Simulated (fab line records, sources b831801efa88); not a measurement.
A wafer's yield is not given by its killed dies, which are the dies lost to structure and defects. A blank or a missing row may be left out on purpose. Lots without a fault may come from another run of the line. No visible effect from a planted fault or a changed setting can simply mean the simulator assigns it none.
Which of the tools did it? ; flow gf180mcu ; 15 lots, 45 wafers sampled, at 2 steps of a route of 602

WHAT THE GAUGES READ, wafer by wafer
GF_POLY_GATE_THK_MEAS_17. Usual: POLY_GATE_OXIDATION_THK gives 3.99 nm (standard deviation 0.067).
lot;measured;on;POLY_GATE_OXIDATION_THK (nm);flag
L463;day 10 14:10;film-metro-02;4.11 4.07 4.08;
L465;day 10 16:49;film-metro-03;3.96 3.96 4.02;
L464;day 10 19:22;film-metro-03;4.03 3.97 3.99;
L466;day 11 00:05;film-metro-03;4.03 4.06 3.99;
L467;day 11 13:17;film-metro-03;4.02 4.09 4.03;
L468;day 11 18:03;film-metro-02;3.93 3.98 3.94;
L474;day 13 20:44;film-metro-02;3.91 3.98 3.95;
L475;day 14 00:17;film-metro-01;4.01 3.91 3.95;
L476;day 14 10:05;film-metro-01;4.02 3.97 4.11;
L477;day 14 11:21;film-metro-03;4.01 4.07 4.06;
L478;day 14 17:54;film-metro-03;4.10 4.11 4.07;
L479;day 15 03:48;film-metro-02;4.06 4.08 4.06;
L480;day 15 11:57;film-metro-02;3.94 4.02 4.01;
L481;day 15 17:56;film-metro-03;3.95 3.95 3.94;
L482;day 16 00:07;film-metro-03;3.98 3.92 3.93;

GF_HV_LDD_CD_MEAS_07: the cd target is 400 nm. Usual: cd-nm 399.6 nm, standard deviation 2.2.
lot;measured;on;cd-nm (nm);flag
L463;day 11 08:53;cd-sem-01;400.0 400.3 398.9;
L465;day 11 11:11;cd-sem-01;398.5 399.4 400.6;
L464;day 11 14:40;cd-sem-01;401.8 401.2 400.1;
L466;day 11 19:29;cd-sem-01;400.7 403.0 399.4;
L467;day 12 08:02;cd-sem-01;399.5 399.2 401.1;
L468;day 12 13:02;cd-sem-01;397.8 395.1 395.6;
L474;day 14 17:53;cd-sem-01;399.4 397.4 397.9;
L475;day 14 20:34;cd-sem-01;400.0 398.1 399.0;
L476;day 15 06:50;cd-sem-02;398.4 399.2 398.2;
L477;day 15 08:49;cd-sem-01;396.0 396.9 399.2;
L478;day 15 15:38;cd-sem-01;397.3 397.9 397.0;
L479;day 16 01:07;cd-sem-02;397.2 397.5 397.3;
L480;day 16 10:10;cd-sem-01;398.4 397.6 395.5;
L481;day 16 16:03;cd-sem-01;399.2 399.6 396.9;
L482;day 16 21:54;cd-sem-02;404.5 403.7 404.3;

WHAT TOOL EACH LOT RAN ON (gives the tool, then ch and the chambers of the sampled wafers, and finally the start)
The record shows no process step preceding these readings.

WHAT THE TOOLS THEMSELVES READ (means of the sampled wafers that have a number; where no wafer has one, the mark that the record gives instead)
The record holds no such reading with a usual standard deviation.

THE ANSWER, worked out from the rows above alone
Rule: a lot is off if the mean of its wafers that have a number lies more than 3 standard deviations from the usual mean. A lot without any number at a reading at which 4 lots or more have one is off too. The other lots that the step has rows for count as sound. After the gauges, taken in route order, come the tools' own readings; for these a lot's mean is taken, as printed above. The first step at which some lot is off is used, and at that step the reading that is off furthest; a lot without a number counts as furthest.
No lot is off on any of the readings shown, so nothing can be concluded from this.

WHAT THE SIMULATOR HAD INSERTED
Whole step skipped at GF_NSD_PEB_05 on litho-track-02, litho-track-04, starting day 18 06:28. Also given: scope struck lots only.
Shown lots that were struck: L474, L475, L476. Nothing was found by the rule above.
